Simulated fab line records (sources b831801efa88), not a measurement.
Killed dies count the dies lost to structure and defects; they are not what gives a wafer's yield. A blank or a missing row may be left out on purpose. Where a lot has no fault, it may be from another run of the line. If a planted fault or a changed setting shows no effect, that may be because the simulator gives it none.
Which tool was responsible?    flow gf180mcu    12 lots, 36 wafers sampled, at 1 step of a route of 602

WHAT THE GAUGES READ, wafer by wafer
GF_STI_THK_MEAS_30.
lot   measured     on            STI_OXIDATION_02_THK (nm)
L075  day 2 11:56  filmMetro-02  9.67 9.71 9.79
L077  day 2 21:08  filmMetro-01  9.99 9.89 9.86
L079  day 3 08:10  filmMetro-02  9.87 9.96 9.77
L081  day 3 18:08  filmMetro-03  9.94 9.94 10.05
L083  day 4 06:17  filmMetro-01  9.98 10.06 10.36
L085  day 4 14:31  filmMetro-03  10.00 9.79 9.73
L087  day 5 00:28  filmMetro-02  9.78 9.66 9.94
L089  day 5 11:58  filmMetro-01  9.98 10.10 10.09
L091  day 5 23:07  filmMetro-03  10.36 10.22 10.27
L093  day 6 08:34  filmMetro-01  10.28 10.08 10.11
L095  day 6 19:35  filmMetro-03  10.15 10.12 10.33
L097  day 7 03:50  filmMetro-02  9.87 9.78 9.85

WHAT TOOL EACH LOT RAN ON (gives the tool, then ch and the chambers of the sampled wafers, and finally the start)
Before these readings, the record contains no process step.

THE ANSWER, worked out from the rows above alone
Rule: the usual values come from the lots themselves. Put in order of their means at a reading, lots are off if they are a third of the lots or fewer, leave a main group of 4 or more, and stand apart from it by a gap of 3 or more times the standard deviation of the main group's means; of several such gaps the widest counts. The tables above print the reading to a certain number of digits; a main group whose means all agree to those digits is not used. Also off: a lot with no number at a reading for which 4 or more lots have one. Where the step has rows for the other lots, those lots are counted as sound.
No lot is off at any reading shown: from this, nothing can be told.

WHAT THE SIMULATOR PUT IN
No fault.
